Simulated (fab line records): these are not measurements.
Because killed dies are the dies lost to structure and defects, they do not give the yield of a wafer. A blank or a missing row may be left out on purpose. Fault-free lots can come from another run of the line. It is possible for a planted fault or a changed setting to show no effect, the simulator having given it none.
8D (eight disciplines) problem report, filled in by code + flow gf180mcu + the parts of the form that need people (team, actions taken, sign-off) are left out

## 1. WHAT IS WRONG
Mean of developer_temp_C at GF_V1_DEVELOP_13: 18.97 C across 6 wafers in 2 lots; on wafers with no fault it is 21.01 C (standard deviation 0.11). Relative to the usual mean, that is a shift of -19 standard deviations.
The step: develop time 60 s.
Seen first at day 24 03:47 on litho_track-01, wafer L274.1. Wafers with a number at this step in the record: 39, from 13 lots. By rule, "out" or "out of limits" means more than 4 standard deviations away from the usual mean. The other wafers with a number count as sound.

## 2. WHAT IT IS; WHAT IT IS NOT
| question                    | is                     | is not                                                                                       |
|-----------------------------|------------------------|----------------------------------------------------------------------------------------------|
| which readings at this step | developer_temp_C       | -                                                                                            |
| which lots                  | L274, L275             | L258, L260, L262, L263, L264, L266, L276, L277, L279, L280, L281                             |
| which wafers of those lots  | all that have a number | -                                                                                            |
| read on which tools         | litho_track-01         | litho_track-04                                                                               |
| when                        | from day 24 03:47      | up to then (18 sound wafers); but 15 sound wafers of L276, L277, L279, L280, L281 came after |

## 3. THE SUSPECTS, EACH WITH WHAT RULES IT OUT
Counting: a tool stays on the suspect list if, at a process step up to the reading, it processed all lots that are out and no sound lot following the first of them.
- litho_track-01 at GF_V1_DEVELOP_13 (develop time 60 s): kept. It ran every lot that is out, first L274 (day 24 03:47), and no sound lot after that; its last sound lot up to then is L264 (day 20 09:53). Its own readings are out on those wafers: developer_temp_C.
After counting, what remains is litho_track-01 at GF_V1_DEVELOP_13.

## 4. THE CAUSE (what the simulator had put in)
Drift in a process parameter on litho_track-01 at GF_V1_DEVELOP_13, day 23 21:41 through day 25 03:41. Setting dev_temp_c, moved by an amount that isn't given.
After counting, this tool was the only one left.

## 5. THE EFFECT CHAIN, in route order
Each row: a reading whose mean over the struck wafers that have a number lies more than 3 standard deviations from the usual. Scope: only readings with a usual standard deviation given in the record; hours: median across lots of the time from each lot's start at the first step in this table that gives one to its start at this step; sigmas: change in usual standard deviations.
| hours | step             | reading          | usual   | on struck wafers | change | sigmas |
|-------|------------------|------------------|---------|------------------|--------|--------|
| 0     | GF_V1_DEVELOP_13 | developer_temp_C | 21.01 C | 18.97            | -2.04  | -19    |
Here are the process steps it includes:
- GF_V1_DEVELOP_13: develop time 60 s.

## 6. HOW IT WOULD HAVE BEEN CAUGHT EARLIER
The fault began at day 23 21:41; the first out-of-limits reading in this record came at day 24 03:47, 6 hours later.
